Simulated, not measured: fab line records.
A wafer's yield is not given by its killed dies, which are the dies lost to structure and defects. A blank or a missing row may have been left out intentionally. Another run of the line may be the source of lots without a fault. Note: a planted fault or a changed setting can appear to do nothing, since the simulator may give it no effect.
Code-filled problem report in 8D (eight disciplines) form    flow gf180mcu    the parts of the form that need people (team, actions taken, sign-off) are left out

## 1. THE ISSUE
GF_M2_CD_MEAS_14, cd-nm: mean 267.5 nm on 3 wafers (1 lot); fault-free wafers 279.4 nm, standard deviation 1.2. Measured from the usual mean, that is -9.9 standard deviations.
The step: target cd 280 nm.
First seen on wafer L408.1, day 25 19:07, on cd-sem-02. At this step, 39 wafers from 13 lots have a number in the record. The rule behind "out" and "out of limits": a value lying over 4 standard deviations away from the usual mean. Any other wafer with a number is counted as sound.

## 2. WHAT IT IS AND WHAT IT IS NOT
question                     is                      is not
which readings at this step  cd-nm                   -
which lots                   L408                    L390, L391, L392, L393, L395, L397, L398, L399, L400, L409, L410, L412
which wafers of those lots   all that have a number  -
read on which gauges         cd-sem-02               cd-sem-01
when                         from day 25 19:07       up to then (27 sound wafers); but 9 sound wafers of L409, L410, L412 came after

## 3. WHAT RULES OUT EACH SUSPECT
Counting: a tool stays on the suspect list if, at a process step up to the reading, it processed all lots that are out and no sound lot following the first of them.
- ruled out: the gauge at GF_M2_CD_MEAS_14. All the wafers that are out were read on cd-sem-02, but those of them that GF_M2_EXPOSE_11 has rows for are out there too, on other tools.
- krf-scanner-01 at GF_M2_EXPOSE_11 (exposes mask Metal2, target cd 280 nm): kept. It ran the lot that is out, L408 (day 25 08:37), and no sound lot after that; its last sound lot up to then is L398 (day 21 19:53). On those wafers its own readings are out: exposure-dose-mJ-cm2.
Left after counting: krf-scanner-01 at GF_M2_EXPOSE_11.

## 4. THE CAUSE (what the simulator had put in)
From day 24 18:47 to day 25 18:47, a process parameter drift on krf-scanner-01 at GF_M2_EXPOSE_11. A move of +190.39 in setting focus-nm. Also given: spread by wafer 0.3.
Counting left only this tool.

## 5. THE EFFECT CHAIN, in route order
One row per reading whose mean, taken over the struck wafers that have a number, lies over 3 standard deviations from the usual. Only readings for which the record gives a usual standard deviation are gone through. hours: the time from each lot's start at the first step in this table that gives one to its start at this step, as a median over the lots. sigmas: the change in usual standard deviations.
hours  step              reading               usual     on struck wafers  change  sigmas
0      GF_M2_EXPOSE_11   exposure-dose-mJ-cm2  27.998    27.656            -0.342  -12
10     GF_M2_CD_MEAS_14  cd-nm                 279.4 nm  267.5             -11.9   -9.9
Process steps it contains:
- GF_M2_EXPOSE_11: exposes mask Metal2, target cd 280 nm.
At these later measuring or inspecting steps, every struck wafer for which the step has a row has a number for every such reading, and none has moved that far: GF_V2_THK_MEAS_03.

## 6. HOW IT WOULD HAVE BEEN CAUGHT EARLIER
The first out-of-limits reading at a measuring or inspecting step in this record came at day 25 19:07, 24 hours after the fault's start at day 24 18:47.
Tool's own readings at GF_M2_EXPOSE_11, exposure-dose-mJ-cm2: out on all struck wafers the step has rows for; an alarm limit on them would have tripped on the first.
Lots out: 1; all had begun GF_M2_EXPOSE_11 on krf-scanner-01 by day 25 19:07. None of them would have been spared by holding the tool at that moment.
